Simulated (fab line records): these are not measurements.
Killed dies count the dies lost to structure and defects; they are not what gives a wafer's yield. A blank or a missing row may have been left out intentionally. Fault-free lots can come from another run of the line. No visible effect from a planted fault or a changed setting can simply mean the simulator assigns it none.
2 desks, one fault ; flow gf180mcu ; each desk has only its own numbers; what lay behind them comes last

== AT THE TOOL OWNER'S DESK: cvdW-01 ==
The tool's own readings at GF_V5_CVD_23 (deposits W, target thk 350 nm, time 104.9 s): means of the sampled wafers that have a number, for each lot that ran on this tool. A lot is out of limits, marked OUT, if its mean lies more than 4 standard deviations from the usual mean; the brackets give that distance.
Columns: A = heaterPowerW at GF_V5_CVD_23, usual 868 W
lot;first seen here;A
L386;day 27 07:58;804
L389;day 28 06:03;818
L392;day 29 05:49;806
L400;day 31 10:09;904
L401;day 31 19:34;902
This desk's verdict: no lot among the 5 shows anything out of limits.

== THE METROLOGY DESK ==
Lot by lot, what the gauges showed, no matter which tool ran the lot: averages of those sampled wafers that carry a number. A lot is out of limits, marked OUT, if its mean lies more than 4 standard deviations from the usual mean; the brackets give that distance.
Columns: A = V5_W_RS at GF_V5_RS_MEAS_24, usual 0.330 ohm/sq; B = V5_W_THK at GF_V5_THK_MEAS_25, usual 332 nm
lot;first seen here;A;B
L386;day 27 08:05;0.336;320
L389;day 28 06:10;0.331;334
L390;day 28 18:13;0.331;334
L392;day 29 05:57;0.333;328
L393;day 29 09:21;0.330;332
L400;day 31 10:16;0.600 (+66) OUT;208 (-19) OUT
L401;day 31 19:41;0.604 (+67) OUT;212 (-19) OUT
L404;day 32 12:53;0.321;336
L405;day 32 14:32;0.326;331
L406;day 33 03:22;0.329;336
L409;day 33 17:04;0.325;347
This desk reports L400, L401 out of limits; the earliest was L400 at day 31 10:16 (V5_W_RS at GF_V5_RS_MEAS_24). L386, L389, L390, L392, L393, L404, L405, L406, L409 stayed within limits.

== PUT TOGETHER ==
On L400, L401, the metrology desk was in a position to raise an alarm at day 31 10:16.
The tool owner's desk saw nothing out of limits.
On record at the tool owner's desk: L400, L401, within its limits.
GF_V5_CVD_23 was run on cvdW-01 by each of the lots named.

== WHAT THE SIMULATOR HAD PUT IN ==
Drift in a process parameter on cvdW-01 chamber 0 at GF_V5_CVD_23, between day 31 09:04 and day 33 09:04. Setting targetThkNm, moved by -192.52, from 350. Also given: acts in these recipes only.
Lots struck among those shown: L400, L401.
Time in hours between the start of the fault and the first out-of-limits reading at each desk: metrology desk, 1.
